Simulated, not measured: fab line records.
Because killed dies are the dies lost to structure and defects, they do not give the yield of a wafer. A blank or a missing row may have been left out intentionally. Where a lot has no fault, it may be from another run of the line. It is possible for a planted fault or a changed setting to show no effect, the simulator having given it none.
What tool caused it? || flow gf180mcu || 13 lots with 39 wafers sampled at 4 steps, on a route of 602 steps

WHAT EACH GAUGE READ, for each wafer
GF_VT_IMPLANT_RS_MEAS_47: a four-point-probe measurement.
{"lot": "L420", "measured": "day 8 00:46", "on": "film_metro-04", "NWELL_RS (ohm/sq)": "487.8 487.1 486.8"}
{"lot": "L421", "measured": "day 8 01:18", "on": "film_metro-01", "NWELL_RS (ohm/sq)": "489.3 489.3 488.6"}
{"lot": "L423", "measured": "day 8 15:43", "on": "film_metro-04", "NWELL_RS (ohm/sq)": "486.8 486.7 487.3"}
{"lot": "L424", "measured": "day 8 19:39", "on": "film_metro-01", "NWELL_RS (ohm/sq)": "487.8 486.9 488.8"}
{"lot": "L425", "measured": "day 8 23:35", "on": "film_metro-02", "NWELL_RS (ohm/sq)": "485.9 485.2 486.8"}
{"lot": "L426", "measured": "day 9 05:41", "on": "film_metro-02", "NWELL_RS (ohm/sq)": "487.7 487.2 488.4"}
{"lot": "L429", "measured": "day 10 10:02", "on": "film_metro-04", "NWELL_RS (ohm/sq)": "487.4 488.1 487.4"}
{"lot": "L434", "measured": "day 11 15:17", "on": "film_metro-01", "NWELL_RS (ohm/sq)": "481.6 480.4 479.6"}
{"lot": "L435", "measured": "day 11 18:04", "on": "film_metro-01", "NWELL_RS (ohm/sq)": "481.1 479.9 479.9"}
{"lot": "L437", "measured": "day 12 06:03", "on": "film_metro-01", "NWELL_RS (ohm/sq)": "488.0 489.4 489.3"}
{"lot": "L439", "measured": "day 12 23:28", "on": "film_metro-01", "NWELL_RS (ohm/sq)": "490.4 489.8 490.2"}
{"lot": "L440", "measured": "day 13 05:18", "on": "film_metro-02", "NWELL_RS (ohm/sq)": "488.2 487.8 489.0"}
{"lot": "L441", "measured": "day 13 12:27", "on": "film_metro-04", "NWELL_RS (ohm/sq)": "486.1 486.6 485.8"}

GF_V3_THK_MEAS_01.
{"lot": "L420", "measured": "day 22 02:13", "on": "film_metro-02", "V3_CVD_00_THK (nm)": "599 595 597"}
{"lot": "L421", "measured": "day 22 02:34", "on": "film_metro-03", "V3_CVD_00_THK (nm)": "587 597 584"}
{"lot": "L423", "measured": "day 22 20:48", "on": "film_metro-01", "V3_CVD_00_THK (nm)": "597 601 609"}
{"lot": "L424", "measured": "day 23 01:41", "on": "film_metro-01", "V3_CVD_00_THK (nm)": "602 605 594"}
{"lot": "L425", "measured": "day 23 03:53", "on": "film_metro-03", "V3_CVD_00_THK (nm)": "591 602 595"}
{"lot": "L426", "measured": "day 23 17:28", "on": "film_metro-03", "V3_CVD_00_THK (nm)": "599 610 603"}
{"lot": "L429", "measured": "day 25 06:50", "on": "film_metro-03", "V3_CVD_00_THK (nm)": "611 607 609"}
{"lot": "L434", "measured": "day 26 12:00", "on": "film_metro-01", "V3_CVD_00_THK (nm)": "606 602 603"}
{"lot": "L435", "measured": "day 26 14:15", "on": "film_metro-01", "V3_CVD_00_THK (nm)": "603 601 600"}
{"lot": "L437", "measured": "day 27 06:18", "on": "film_metro-03", "V3_CVD_00_THK (nm)": "600 607 599"}
{"lot": "L439", "measured": "day 28 00:52", "on": "film_metro-01", "V3_CVD_00_THK (nm)": "594 596 592"}
{"lot": "L440", "measured": "day 28 04:10", "on": "film_metro-01", "V3_CVD_00_THK (nm)": "594 599 593"}
{"lot": "L441", "measured": "day 28 11:33", "on": "film_metro-02", "V3_CVD_00_THK (nm)": "597 595 596"}

EACH LOT AND THE TOOL THAT RAN IT (in order: tool; ch and the chambers of the sampled wafers; start)
{"lot": "L420", "GF_NWELL_IMPLANT_09": "implanter-01 ch 0, day 3 16:28", "GF_V1_CMP_04": "cmp-01 ch 0,1,3, day 17 18:20"}
{"lot": "L421", "GF_NWELL_IMPLANT_09": "implanter-02 ch 0, day 3 16:30", "GF_V1_CMP_04": "cmp-01 ch 1,3, day 17 19:26"}
{"lot": "L423", "GF_NWELL_IMPLANT_09": "implanter-02 ch 0, day 4 06:08", "GF_V1_CMP_04": "cmp-01 ch 0,3, day 18 14:23"}
{"lot": "L424", "GF_NWELL_IMPLANT_09": "implanter-02 ch 0, day 4 08:24", "GF_V1_CMP_04": "cmp-02 ch 1,3, day 18 20:03"}
{"lot": "L425", "GF_NWELL_IMPLANT_09": "implanter-01 ch 0, day 4 11:57", "GF_V1_CMP_04": "cmp-02 ch 0,3, day 18 22:09"}
{"lot": "L426", "GF_NWELL_IMPLANT_09": "implanter-02 ch 0, day 4 17:13", "GF_V1_CMP_04": "cmp-01 ch 1,2, day 19 11:46"}
{"lot": "L429", "GF_NWELL_IMPLANT_09": "implanter-01 ch 0, day 5 16:03", "GF_V1_CMP_04": "cmp-01 ch 0,1,2, day 21 04:08"}
{"lot": "L434", "GF_NWELL_IMPLANT_09": "implanter-02 ch 0, day 6 16:04", "GF_V1_CMP_04": "cmp-01 ch 0,1,3, day 22 14:16"}
{"lot": "L435", "GF_NWELL_IMPLANT_09": "implanter-02 ch 0, day 6 17:02", "GF_V1_CMP_04": "cmp-02 ch 0,2,3, day 22 16:56"}
{"lot": "L437", "GF_NWELL_IMPLANT_09": "implanter-01 ch 0, day 7 04:21", "GF_V1_CMP_04": "cmp-02 ch 0,1,2, day 23 10:53"}
{"lot": "L439", "GF_NWELL_IMPLANT_09": "implanter-04 ch 0, day 7 15:26", "GF_V1_CMP_04": "cmp-02 ch 2,3, day 24 07:24"}
{"lot": "L440", "GF_NWELL_IMPLANT_09": "implanter-01 ch 0, day 7 21:01", "GF_V1_CMP_04": "cmp-02 ch 0,1,3, day 24 09:20"}
{"lot": "L441", "GF_NWELL_IMPLANT_09": "implanter-01 ch 0, day 8 01:54", "GF_V1_CMP_04": "cmp-02 ch 1,2,3, day 24 17:38"}
- GF_NWELL_IMPLANT_09
- GF_V1_CMP_04: polishes SiO2.

AS READ BY THE TOOLS THEMSELVES (means over the sampled wafers that have a number; for cases with no such wafer, the mark the record gives instead)
GF_NWELL_IMPLANT_09.
{"lot": "L420", "tool": "implanter-01", "dose_ions_cm2": 4e+12, "end_station_pressure_torr (Torr)": 5.09e-06, "tilt_deg (degrees)": -0.027}
{"lot": "L421", "tool": "implanter-02", "dose_ions_cm2": 4e+12, "end_station_pressure_torr (Torr)": 5.01e-06, "tilt_deg (degrees)": 0.021}
{"lot": "L423", "tool": "implanter-02", "dose_ions_cm2": 4e+12, "end_station_pressure_torr (Torr)": 5.00e-06, "tilt_deg (degrees)": 0.020}
{"lot": "L424", "tool": "implanter-02", "dose_ions_cm2": 4e+12, "end_station_pressure_torr (Torr)": 5.09e-06, "tilt_deg (degrees)": 0.021}
{"lot": "L425", "tool": "implanter-01", "dose_ions_cm2": 4e+12, "end_station_pressure_torr (Torr)": 5.11e-06, "tilt_deg (degrees)": -0.019}
{"lot": "L426", "tool": "implanter-02", "dose_ions_cm2": 4e+12, "end_station_pressure_torr (Torr)": 5.15e-06, "tilt_deg (degrees)": -0.001}
{"lot": "L429", "tool": "implanter-01", "dose_ions_cm2": 4e+12, "end_station_pressure_torr (Torr)": 5.12e-06, "tilt_deg (degrees)": -0.008}
{"lot": "L434", "tool": "implanter-02", "dose_ions_cm2": 4e+12, "end_station_pressure_torr (Torr)": 5.28e-06, "tilt_deg (degrees)": 3.181}
{"lot": "L435", "tool": "implanter-02", "dose_ions_cm2": 4e+12, "end_station_pressure_torr (Torr)": 5.01e-06, "tilt_deg (degrees)": 3.154}
{"lot": "L437", "tool": "implanter-01", "dose_ions_cm2": 4e+12, "end_station_pressure_torr (Torr)": 4.83e-06, "tilt_deg (degrees)": 0.016}
{"lot": "L439", "tool": "implanter-04", "dose_ions_cm2": 4e+12, "end_station_pressure_torr (Torr)": 5.18e-06, "tilt_deg (degrees)": 0.020}
{"lot": "L440", "tool": "implanter-01", "dose_ions_cm2": 4e+12, "end_station_pressure_torr (Torr)": 5.05e-06, "tilt_deg (degrees)": -0.004}
{"lot": "L441", "tool": "implanter-01", "dose_ions_cm2": 4e+12, "end_station_pressure_torr (Torr)": 5.01e-06, "tilt_deg (degrees)": -0.003}

GF_V1_CMP_04.
{"lot": "L420", "tool": "cmp-01", "motor_current_A (A)": 11.3, "time_to_endpoint_s (s)": 86}
{"lot": "L421", "tool": "cmp-01", "motor_current_A (A)": 10.9, "time_to_endpoint_s (s)": 84}
{"lot": "L423", "tool": "cmp-01", "motor_current_A (A)": 11.0, "time_to_endpoint_s (s)": 73}
{"lot": "L424", "tool": "cmp-02", "motor_current_A (A)": 11.6, "time_to_endpoint_s (s)": 87}
{"lot": "L425", "tool": "cmp-02", "motor_current_A (A)": 12.2, "time_to_endpoint_s (s)": 80}
{"lot": "L426", "tool": "cmp-01", "motor_current_A (A)": 11.5, "time_to_endpoint_s (s)": 82}
{"lot": "L429", "tool": "cmp-01", "motor_current_A (A)": 11.8, "time_to_endpoint_s (s)": 76}
{"lot": "L434", "tool": "cmp-01", "motor_current_A (A)": 11.4, "time_to_endpoint_s (s)": 81}
{"lot": "L435", "tool": "cmp-02", "motor_current_A (A)": 12.2, "time_to_endpoint_s (s)": 81}
{"lot": "L437", "tool": "cmp-02", "motor_current_A (A)": 11.5, "time_to_endpoint_s (s)": 75}
{"lot": "L439", "tool": "cmp-02", "motor_current_A (A)": 12.3, "time_to_endpoint_s (s)": 77}
{"lot": "L440", "tool": "cmp-02", "motor_current_A (A)": 11.9, "time_to_endpoint_s (s)": 76}
{"lot": "L441", "tool": "cmp-02", "motor_current_A (A)": 11.4, "time_to_endpoint_s (s)": 80}

THE ANSWER, worked out from the rows above alone
Rule: the usual values come from the lots themselves. Put in order of their means at a reading, lots are off if they are a third of the lots or fewer, leave a main group of 4 or more, and stand apart from it by a gap of 3 or more times the standard deviation of the main group's means; of several such gaps the widest counts. A main group whose means are all the same, to the digits that the tables above print for the reading, isn't used. Also off: a lot with no number at a reading for which 4 or more lots have one. Any other lot the step has rows for is counted as sound. First the gauges in route order, then the tools' own readings, where a lot's mean is used as printed above. The first step at which some lot is off is used, and at that step the reading that is off furthest; a lot without a number counts as furthest.
Off: at GF_VT_IMPLANT_RS_MEAS_47 (NWELL_RS), L434, L435. The main group: mean 487.8 ohm/sq, standard deviation 1.2.
A tool fits if, at a process step before that reading, it ran every lot that is off, and no sound lot after the first of them. Not tried: the gauges at GF_VT_IMPLANT_RS_MEAS_47; whatever is off there is also off at GF_NWELL_IMPLANT_09, on other tools, and gauge error can't account for it. One fits: implanter-02 at GF_NWELL_IMPLANT_09. A fault onset in the window from L426 (day 4 17:13, its last sound lot) to L434 (day 6 16:04, its first lot off) fits.
The tool's own readings at GF_NWELL_IMPLANT_09 bear it out: on the lots that are off they differ by more than 5 times the standard deviation of the sound lots' means. tilt_deg reads 3.167 degrees there against 0.003 degrees on the sound lots.

WHAT THE SIMULATOR HAD INSERTED
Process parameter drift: implanter-02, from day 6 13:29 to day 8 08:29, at GF_NWELL_IMPLANT_09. A move of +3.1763 in setting tilt_deg, from 0. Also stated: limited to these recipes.
Shown lots that were struck: L434, L435. The same result came from the rule above.
